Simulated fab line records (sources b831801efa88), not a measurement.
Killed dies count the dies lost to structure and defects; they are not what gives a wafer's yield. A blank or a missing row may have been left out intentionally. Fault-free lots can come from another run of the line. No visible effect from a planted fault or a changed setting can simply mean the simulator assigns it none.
8D (eight disciplines) problem report, filled in by code || flow sky130 || the parts of the form that need people (team, actions taken, sign-off) are left out

1. THE ISSUE
Wafers without a fault read 2.70 s, standard deviation 0.032; strip_time_to_endpoint_s at SKY_METAL1_STRIP_20 reads a mean of 1.35 s on 3 wafers belonging to 2 lots. Relative to the usual mean, that is a shift of -42 standard deviations.
The step: strips in O2/N2.
Seen first at day 37 06:06 on plasma_asher-03, wafer L233.6. The record has a number at this step for 42 wafers belonging to 14 lots. Rule for "out" (also "out of limits"): further than 4 standard deviations from the usual mean. All remaining wafers that have a number are taken as sound.

2. WHAT IT IS AND WHAT IT IS NOT
{"question": "which readings at this step", "is": "strip_time_to_endpoint_s, oes_product_au", "is not": "drypump_motor_current_A"}
{"question": "which lots", "is": "L233, L234", "is not": "L220, L222, L223, L224, L225, L226, L227, L228, L237, L239, L242, L243"}
{"question": "which wafers of those lots", "is": "L233.6, L234.3, L234.5", "is not": "L233.1, L233.5, L234.2"}
{"question": "read on which tools", "is": "plasma_asher-02, plasma_asher-03", "is not": "plasma_asher-04"}
{"question": "when", "is": "from day 37 06:06", "is not": "up to then (26 sound wafers); but 13 sound wafers of L234, L237, L239, L242, L243 came after"}

3. SUSPECTS, AND WHAT RULES EACH OUT
Counting: any tool at a process step up to the reading remains a suspect provided it ran every lot that is out. Sound lots after the first of them don't rule it out here, since some wafers of a struck lot are sound.
- pvd_sputter-01 at SKY_METAL1_SPUTTER_02 (material AlCu, target thk 250 nm, time 13.3 s): kept. It ran every lot that is out, first L233 (day 36 04:06); its last sound lot up to then is L225 (day 34 00:07).
- rie_metal-03 at SKY_METAL1_METAL_ETCH_19 (etches the open film in Cl2/BCl3, stops on SiO2, target depth 360 nm, time 78 s): kept. It ran every lot that is out, first L233 (day 37 06:01); its last sound lot up to then is L227 (day 35 03:56).
- The sound lot-mates ran in chamber 1 of rie_metal-03 at SKY_METAL1_METAL_ETCH_19, but the wafers that are out ran in chamber 0.
What counting leaves: pvd_sputter-01 at SKY_METAL1_SPUTTER_02 and rie_metal-03 at SKY_METAL1_METAL_ETCH_19.

4. THE CAUSE (what the simulator had put in)
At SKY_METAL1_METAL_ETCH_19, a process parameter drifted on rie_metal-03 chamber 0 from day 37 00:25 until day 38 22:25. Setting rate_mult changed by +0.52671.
Counting left 2 suspects, and this tool is among them.

5. THE EFFECT CHAIN, in route order
One row per reading whose mean, taken over the struck wafers that have a number, lies over 3 standard deviations from the usual. Only readings whose record carries a usual standard deviation are examined. hours: median over the lots of the time between each lot's start at the first step of this table that gives one and its start at this step. sigmas: the change, counted in usual standard deviations.
{"hours": 0, "step": "SKY_METAL1_STRIP_20", "reading": "oes_product_au", "usual": "0.342 a.u.", "on struck wafers": 0.289, "change": -0.053, "sigmas": -11}
{"hours": 0, "step": "SKY_METAL1_STRIP_20", "reading": "strip_time_to_endpoint_s", "usual": "2.70 s", "on struck wafers": 1.35, "change": -1.35, "sigmas": -42}
Its process steps:
- SKY_METAL1_STRIP_20: strips in O2/N2.

6. WHAT WOULD HAVE CAUGHT IT SOONER
The fault began at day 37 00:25; the first out-of-limits reading in this record came at day 37 06:06, 6 hours later.
Tool readings at SKY_METAL1_METAL_ETCH_19 with a usual standard deviation given in the record: none out on any struck wafer, hence no alarm at a limit of 4 standard deviations on them.
Among the 2 lots that are out, L234 began SKY_METAL1_METAL_ETCH_19 on rie_metal-03 after day 37 06:06. It would have been spared by a hold on the tool at that moment.
